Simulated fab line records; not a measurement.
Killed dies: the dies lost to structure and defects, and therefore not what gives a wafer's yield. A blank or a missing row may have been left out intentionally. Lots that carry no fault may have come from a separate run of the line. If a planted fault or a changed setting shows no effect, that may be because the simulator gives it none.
The tool behind it: which one? | flow gf180mcu | route of 602 steps, sampled at 1 step: 7 lots, 21 wafers

## WHAT EACH GAUGE READ, for each wafer
GF_V3_BOW_MEAS_05.
lot  | measured     | on            | V3_BOW (um)
L139 | day 22 19:04 | film metro-02 | 117 116 125
L144 | day 24 11:14 | film metro-02 | 100 113 108
L148 | day 25 18:26 | film metro-04 | 107 114 99
L150 | day 26 05:13 | film metro-02 | 118 106 107
L153 | day 27 06:33 | film metro-02 | 122 111 124
L155 | day 27 19:19 | film metro-04 | 121 105 124
L159 | day 28 18:26 | film metro-02 | 120 105 120

## TOOL THAT RAN EACH LOT (tool first, then ch and the chambers of the sampled wafers, then the start)
Record: no process step prior to these readings.

## THE ANSWER, worked out from the rows above alone
Rule: what is usual is taken from the lots themselves. The widest of any qualifying gaps counts: lots, ordered by their means at a reading, are off when they make up no more than a third of the lots, leave a main group of 4 or more, and stand apart from it by 3 or more times the standard deviation of that group's means. A main group whose means are all the same, to the digits that the tables above print for the reading, isn't used. A lot without any number at a reading at which 4 lots or more have one is off too. All remaining lots with rows at the step are treated as sound.
Across all readings shown, no lot is off: no conclusion can be drawn from this.

## WHAT THE SIMULATOR HAD INSERTED
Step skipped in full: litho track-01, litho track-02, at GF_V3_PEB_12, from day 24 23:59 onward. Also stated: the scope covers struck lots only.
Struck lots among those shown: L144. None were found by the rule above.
